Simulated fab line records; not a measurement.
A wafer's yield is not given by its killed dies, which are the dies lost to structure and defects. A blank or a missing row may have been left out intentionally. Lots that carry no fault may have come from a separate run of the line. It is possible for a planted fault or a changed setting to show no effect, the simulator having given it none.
Which tool did it? / flow gf180mcu / Sampling: 12 lots, 36 wafers, 3 of 602 route steps

## WHAT EACH GAUGE READ, for each wafer
GF_TOP_METAL_CD_MEAS_14 targets a cd of 440 nm.
lot=L662; measured=day 28 23:17; on=cd_sem-02; cd_nm (nm)=438.1 440.0 441.6
lot=L663; measured=day 29 04:29; on=cd_sem-02; cd_nm (nm)=442.9 443.5 443.8
lot=L664; measured=day 29 08:51; on=cd_sem-02; cd_nm (nm)=441.9 442.5 441.6
lot=L665; measured=day 29 18:43; on=cd_sem-02; cd_nm (nm)=443.9 442.4 442.2
lot=L666; measured=day 29 23:40; on=cd_sem-02; cd_nm (nm)=442.5 440.6 441.3
lot=L667; measured=day 30 06:51; on=cd_sem-02; cd_nm (nm)=439.4 440.1 440.1
lot=L668; measured=day 30 20:35; on=cd_sem-01; cd_nm (nm)=438.5 438.5 439.0
lot=L669; measured=day 31 00:46; on=cd_sem-01; cd_nm (nm)=440.5 439.6 439.1
lot=L671; measured=day 31 13:38; on=cd_sem-02; cd_nm (nm)=442.3 441.5 440.9
lot=L677; measured=day 33 00:29; on=cd_sem-01; cd_nm (nm)=441.3 441.8 440.5
lot=L679; measured=day 33 11:19; on=cd_sem-02; cd_nm (nm)=435.5 435.7 433.4
lot=L682; measured=day 34 07:35; on=cd_sem-02; cd_nm (nm)=439.5 439.5 439.0

## WHICH TOOL RAN EACH LOT (tool, then ch and the chambers of the sampled wafers, then the start)
lot=L662; GF_NSD_STRIP_11=plasma_asher-03 ch 0,1, day 13 23:02; GF_TOP_METAL_SPUTTER_03=pvd_sputter-03, day 28 03:25
lot=L663; GF_NSD_STRIP_11=plasma_asher-01 ch 0,1, day 14 05:41; GF_TOP_METAL_SPUTTER_03=pvd_sputter-01, day 28 08:46
lot=L664; GF_NSD_STRIP_11=plasma_asher-03 ch 0,1, day 14 14:05; GF_TOP_METAL_SPUTTER_03=pvd_sputter-02, day 28 13:40
lot=L665; GF_NSD_STRIP_11=plasma_asher-01 ch 0,1, day 14 19:46; GF_TOP_METAL_SPUTTER_03=pvd_sputter-03, day 28 23:04
lot=L666; GF_NSD_STRIP_11=plasma_asher-03 ch 0,1, day 15 01:43; GF_TOP_METAL_SPUTTER_03=pvd_sputter-01, day 29 04:01
lot=L667; GF_NSD_STRIP_11=plasma_asher-04 ch 0,1, day 15 12:45; GF_TOP_METAL_SPUTTER_03=pvd_sputter-02, day 29 11:26
lot=L668; GF_NSD_STRIP_11=plasma_asher-04 ch 0,1, day 16 00:56; GF_TOP_METAL_SPUTTER_03=pvd_sputter-02, day 30 01:34
lot=L669; GF_NSD_STRIP_11=plasma_asher-01 ch 0,1, day 16 08:23; GF_TOP_METAL_SPUTTER_03=pvd_sputter-02, day 30 05:36
lot=L671; GF_NSD_STRIP_11=plasma_asher-01 ch 0, day 16 22:41; GF_TOP_METAL_SPUTTER_03=pvd_sputter-01, day 30 19:48
lot=L677; GF_NSD_STRIP_11=plasma_asher-04 ch 0, day 19 01:04; GF_TOP_METAL_SPUTTER_03=pvd_sputter-03, day 32 07:23
lot=L679; GF_NSD_STRIP_11=plasma_asher-04 ch 0,1, day 19 17:16; GF_TOP_METAL_SPUTTER_03=pvd_sputter-01, day 32 18:47
lot=L682; GF_NSD_STRIP_11=plasma_asher-03 ch 0,1, day 20 23:53; GF_TOP_METAL_SPUTTER_03=pvd_sputter-03, day 33 16:27
- GF_NSD_STRIP_11: strips in O2/N2.
- GF_TOP_METAL_SPUTTER_03: material Ti, target thk 5 nm, time 3.3 s.

## AS READ BY THE TOOLS THEMSELVES (means over the sampled wafers that have a number; for cases with no such wafer, the mark the record gives instead)
GF_NSD_STRIP_11.
lot=L662; tool=plasma_asher-03; drypump_motor_current_A (A)=5.61; heater_power_w (W)=312; oes_product_au (a.u.)=0.488; platen_temp_c (C)=250.14; strip_time_to_endpoint_s (s)=22.93
lot=L663; tool=plasma_asher-01; drypump_motor_current_A (A)=5.37; heater_power_w (W)=345; oes_product_au (a.u.)=0.489; platen_temp_c (C)=249.95; strip_time_to_endpoint_s (s)=23.00
lot=L664; tool=plasma_asher-03; drypump_motor_current_A (A)=5.62; heater_power_w (W)=312; oes_product_au (a.u.)=0.486; platen_temp_c (C)=249.91; strip_time_to_endpoint_s (s)=23.01
lot=L665; tool=plasma_asher-01; drypump_motor_current_A (A)=5.43; heater_power_w (W)=359; oes_product_au (a.u.)=0.488; platen_temp_c (C)=249.86; strip_time_to_endpoint_s (s)=22.96
lot=L666; tool=plasma_asher-03; drypump_motor_current_A (A)=5.59; heater_power_w (W)=292; oes_product_au (a.u.)=0.488; platen_temp_c (C)=250.06; strip_time_to_endpoint_s (s)=22.98
lot=L667; tool=plasma_asher-04; drypump_motor_current_A (A)=5.54; heater_power_w (W)=325; oes_product_au (a.u.)=0.488; platen_temp_c (C)=249.97; strip_time_to_endpoint_s (s)=22.96
lot=L668; tool=plasma_asher-04; drypump_motor_current_A (A)=5.58; heater_power_w (W)=312; oes_product_au (a.u.)=0.491; platen_temp_c (C)=250.02; strip_time_to_endpoint_s (s)=22.96
lot=L669; tool=plasma_asher-01; drypump_motor_current_A (A)=5.37; heater_power_w (W)=345; oes_product_au (a.u.)=0.485; platen_temp_c (C)=249.93; strip_time_to_endpoint_s (s)=22.96
lot=L671; tool=plasma_asher-01; drypump_motor_current_A (A)=5.58; heater_power_w (W)=384; oes_product_au (a.u.)=0.488; platen_temp_c (C)=250.06; strip_time_to_endpoint_s (s)=22.92
lot=L677; tool=plasma_asher-04; drypump_motor_current_A (A)=5.63; heater_power_w (W)=303; oes_product_au (a.u.)=0.487; platen_temp_c (C)=250.07; strip_time_to_endpoint_s (s)=22.94
lot=L679; tool=plasma_asher-04; drypump_motor_current_A (A)=5.55; heater_power_w (W)=320; oes_product_au (a.u.)=0.488; platen_temp_c (C)=250.09; strip_time_to_endpoint_s (s)=22.94
lot=L682; tool=plasma_asher-03; drypump_motor_current_A (A)=5.67; heater_power_w (W)=311; oes_product_au (a.u.)=0.487; platen_temp_c (C)=250.11; strip_time_to_endpoint_s (s)=22.91

GF_TOP_METAL_SPUTTER_03.
lot=L662; tool=pvd_sputter-03; throttle_valve_pct (%)=29.3
lot=L663; tool=pvd_sputter-01; throttle_valve_pct (%)=29.8
lot=L664; tool=pvd_sputter-02; throttle_valve_pct (%)=29.5
lot=L665; tool=pvd_sputter-03; throttle_valve_pct (%)=29.7
lot=L666; tool=pvd_sputter-01; throttle_valve_pct (%)=30.1
lot=L667; tool=pvd_sputter-02; throttle_valve_pct (%)=30.5
lot=L668; tool=pvd_sputter-02; throttle_valve_pct (%)=29.5
lot=L669; tool=pvd_sputter-02; throttle_valve_pct (%)=30.5
lot=L671; tool=pvd_sputter-01; throttle_valve_pct (%)=29.8
lot=L677; tool=pvd_sputter-03; throttle_valve_pct (%)=29.6
lot=L679; tool=pvd_sputter-01; throttle_valve_pct (%)=29.8
lot=L682; tool=pvd_sputter-03; throttle_valve_pct (%)=29.6

## THE ANSWER, worked out from the rows above alone
Rule: what is usual is taken from the lots themselves. Put in order of their means at a reading, lots are off if they are a third of the lots or fewer, leave a main group of 4 or more, and stand apart from it by a gap of 3 or more times the standard deviation of the main group's means; of several such gaps the widest counts. The tables above print the reading to a certain number of digits; a main group whose means all agree to those digits is not used. A lot without any number at a reading at which 4 lots or more have one is off too. Where the step has rows for the other lots, those lots are counted as sound. After the gauges, taken in route order, come the tools' own readings; for these a lot's mean is taken, as printed above. At the first step where some lot is off, the reading lying furthest off is the one used; lots without a number count as furthest.
Nothing can be told from this: no lot is off at any reading shown.

## WHAT THE SIMULATOR PUT IN
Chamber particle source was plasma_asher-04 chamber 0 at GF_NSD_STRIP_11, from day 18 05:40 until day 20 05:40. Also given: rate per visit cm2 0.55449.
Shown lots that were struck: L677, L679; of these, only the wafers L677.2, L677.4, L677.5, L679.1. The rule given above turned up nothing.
